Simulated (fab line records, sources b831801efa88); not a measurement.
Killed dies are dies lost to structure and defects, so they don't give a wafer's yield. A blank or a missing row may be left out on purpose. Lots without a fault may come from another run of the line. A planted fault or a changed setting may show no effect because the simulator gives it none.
Problem report in the 8D (eight disciplines) form, filled by code | flow sky130 | the parts of the form that need people (team, actions taken, sign-off) are left out

1. THE PROBLEM
cathode_dc_power_W at SKY_METAL2_SPUTTER_02 reads a mean of 10328 W on 6 wafers of 2 lots; wafers without a fault read 10600 W with a standard deviation of 1.8. That is -99 or more standard deviations from the usual mean.
The step: material AlCu, target thk 250 nm, time 13.3 s.
First seen on wafer L156.1, day 36 14:29, on pvd_sputter-03. The record holds 18 wafers of 6 lots with a number at this step. Rule for "out", or "out of limits": more than 4 standard deviations from the usual mean. The other wafers with a number count as sound.

2. WHAT IT IS AND WHAT IT IS NOT
question                    | is                     | is not
which readings at this step | cathode_dc_power_W     | chamber_pressure_pa, throttle_valve_pct
which lots                  | L155, L156             | L149, L154, L164, L170
which wafers of those lots  | all that have a number | -
read on which tools         | pvd_sputter-03         | pvd_sputter-01, pvd_sputter-04
when                        | from day 36 14:29      | up to then (3 sound wafers); but 9 sound wafers of L154, L164, L170 came after

3. SUSPECTS, AND WHAT RULES EACH OUT
Counting: a tool at a process step up to the reading stays a suspect if it ran every lot that is out and no sound lot after the first of them.
- rie_diel-02 at SKY_VIA1_ETCH_15 (etches SiO2 in C4F8/O2/Ar, stops on TiN, target depth 351 nm, time 54 s): ruled out as a lasting fault. Sound lots L154 ran on it after its first lot that is out, L156 (day 36 13:10).
- pvd_sputter-03 at SKY_METAL2_SPUTTER_00 (material Ti, target thk 15 nm, time 10 s): kept. It ran every lot that is out, first L156 (day 36 14:27), and no sound lot after that; its last sound lot up to then is L149 (day 34 19:45).
- pvd_sputter-03 at SKY_METAL2_SPUTTER_02 (material AlCu, target thk 250 nm, time 13.3 s): kept. It ran every lot that is out, first L156 (day 36 14:29), and no sound lot after that; its last sound lot up to then is L149 (day 34 19:48). Its own readings are out on those wafers: cathode_dc_power_W.
Left after counting: pvd_sputter-03 at SKY_METAL2_SPUTTER_00, pvd_sputter-03 at SKY_METAL2_SPUTTER_02.

4. THE CAUSE (what the simulator had put in)
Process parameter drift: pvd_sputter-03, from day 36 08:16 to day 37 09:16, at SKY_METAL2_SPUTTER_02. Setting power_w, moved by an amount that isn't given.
Counting left 2 suspects, and this tool is among them.

5. THE CHAIN OF EFFECTS, in route order
Each row: a reading whose mean over the struck wafers that have a number lies more than 3 standard deviations from the usual. Only readings for which the record gives a usual standard deviation are gone through. hours: the time from each lot's start at the first step in this table that gives one to its start at this step, as a median over the lots. sigmas: the change in usual standard deviations.
hours | step                  | reading            | usual   | on struck wafers | change | sigmas
0     | SKY_METAL2_SPUTTER_02 | cathode_dc_power_W | 10600 W | 10328            | -272   | -99 or more
The process steps in it:
- SKY_METAL2_SPUTTER_02: material AlCu, target thk 250 nm, time 13.3 s.
Later measuring or inspecting steps at which every struck wafer that the step has a row for has a number for every such reading, and none has moved that far: SKY_METAL2_RS_MEAS_05, SKY_METAL2_THK_MEAS_06, SKY_METAL2_CD_MEAS_15, SKY_METAL2_OVL_MEAS_16.

6. WHAT WOULD HAVE CAUGHT IT SOONER
In this record the first reading out of limits was taken at day 36 14:29, 6 hours after the fault began at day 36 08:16.
